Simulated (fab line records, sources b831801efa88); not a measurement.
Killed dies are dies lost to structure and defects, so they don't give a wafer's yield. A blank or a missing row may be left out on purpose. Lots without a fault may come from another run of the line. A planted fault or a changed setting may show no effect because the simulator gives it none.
Which tool did it? | flow sky130 | 12 lots, 36 wafers sampled, at 2 steps of a route of 708

WHAT THE GAUGES READ, wafer by wafer
SKY_METAL2_CD_MEAS_15: target cd 140 nm.
lot  | measured     | on        | cd_nm (nm)
L075 | day 35 01:54 | cd_sem-02 | 140.7 139.0 139.0
L077 | day 35 20:58 | cd_sem-02 | 140.7 140.6 140.6
L079 | day 36 13:55 | cd_sem-02 | 140.3 140.5 138.9
L081 | day 37 10:46 | cd_sem-02 | 139.9 140.6 139.7
L085 | day 38 18:58 | cd_sem-02 | 138.8 137.7 138.9
L083 | day 38 23:01 | cd_sem-02 | 140.2 140.4 139.8
L087 | day 39 07:24 | cd_sem-02 | 139.8 140.4 139.6
L089 | day 39 22:22 | cd_sem-01 | 140.0 139.9 140.1
L091 | day 40 07:25 | cd_sem-01 | 139.0 138.2 137.3
L093 | day 41 01:52 | cd_sem-01 | 140.2 141.9 140.0
L095 | day 41 10:32 | cd_sem-01 | 139.2 139.0 139.3
L097 | day 42 03:05 | cd_sem-02 | 139.0 140.3 141.6

WHICH TOOL RAN EACH LOT (tool, then ch and the chambers of the sampled wafers, then the start)
lot  | SKY_METAL2_SPUTTER_00
L075 | pvd_sputter-01, day 33 23:16
L077 | pvd_sputter-04, day 34 17:52
L079 | pvd_sputter-01, day 35 10:44
L081 | pvd_sputter-02, day 36 07:32
L085 | pvd_sputter-04, day 37 14:50
L083 | pvd_sputter-02, day 37 21:31
L087 | pvd_sputter-04, day 38 06:26
L089 | pvd_sputter-04, day 38 20:53
L091 | pvd_sputter-04, day 39 05:45
L093 | pvd_sputter-04, day 40 01:31
L095 | pvd_sputter-04, day 40 10:11
L097 | pvd_sputter-02, day 41 02:50
- SKY_METAL2_SPUTTER_00: material Ti, target thk 15 nm, time 10 s.

THE ANSWER, worked out from the rows above alone
Rule: what is usual is taken from the lots themselves. Put in order of their means at a reading, lots are off if they are a third of the lots or fewer, leave a main group of 4 or more, and stand apart from it by a gap of 3 or more times the standard deviation of the main group's means; of several such gaps the widest counts. A main group whose means are all the same, to the digits that the tables above print for the reading, isn't used. A lot without any number at a reading at which 4 lots or more have one is off too. The other lots that the step has rows for count as sound.
No lot is off at any reading shown: from this, nothing can be told.

WHAT THE SIMULATOR HAD PUT IN
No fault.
